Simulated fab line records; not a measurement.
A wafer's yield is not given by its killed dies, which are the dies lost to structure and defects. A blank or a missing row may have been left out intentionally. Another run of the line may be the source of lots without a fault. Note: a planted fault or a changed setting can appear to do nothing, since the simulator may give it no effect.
The tool behind it: which one? ; flow gf180mcu ; route of 602 steps, sampled at 1 step: 12 lots, 36 wafers

## WHAT THE GAUGES READ, wafer by wafer
GF_V4_THK_MEAS_25: measures by xrf. Usual: V4_W_THK typically reads 356 nm, with standard deviation 3.8.
lot;measured;on;V4_W_THK (nm);flag
L764;day 24 15:19;film-metro-03;362 357 359;
L765;day 24 19:04;film-metro-03;358 353 354;
L766;day 25 10:49;film-metro-03;355 354 356;
L767;day 25 13:55;film-metro-03;363 362 357;
L768;day 25 22:11;film-metro-03;360 358 357;
L774;day 28 00:11;film-metro-04;353 358 353;
L780;day 29 15:46;film-metro-03;356 357 354;
L781;day 29 22:44;film-metro-04;365 357 359;
L782;day 30 06:39;film-metro-03;354 355 355;
L784;day 30 19:16;film-metro-04;362 357 359;
L785;day 31 00:04;film-metro-04;359 354 358;
L787;day 31 12:11;film-metro-04;360 353 359;

## EACH LOT AND THE TOOL THAT RAN IT (in order: tool; ch and the chambers of the sampled wafers; start)
There is no process step in the record ahead of these readings.

## WHAT THE TOOLS THEMSELVES READ (means of the sampled wafers that have a number; where no wafer has one, the mark that the record gives instead)
The record holds no such reading with a usual standard deviation.

## THE ANSWER, worked out from the rows above alone
Rule: lot off if the mean of its wafers having a number is beyond 3 standard deviations from the usual mean. A lot without any number at a reading at which 4 lots or more have one is off too. Any other lot the step has rows for is counted as sound. Order of review: gauges by route order, followed by the tools' own readings, for which a lot's mean as printed above is used. The first step at which some lot is off is used, and at that step the reading that is off furthest; a lot without a number counts as furthest.
No lot is off at any reading shown: from this, nothing can be told.

## WHAT HAD BEEN PUT IN BY THE SIMULATOR
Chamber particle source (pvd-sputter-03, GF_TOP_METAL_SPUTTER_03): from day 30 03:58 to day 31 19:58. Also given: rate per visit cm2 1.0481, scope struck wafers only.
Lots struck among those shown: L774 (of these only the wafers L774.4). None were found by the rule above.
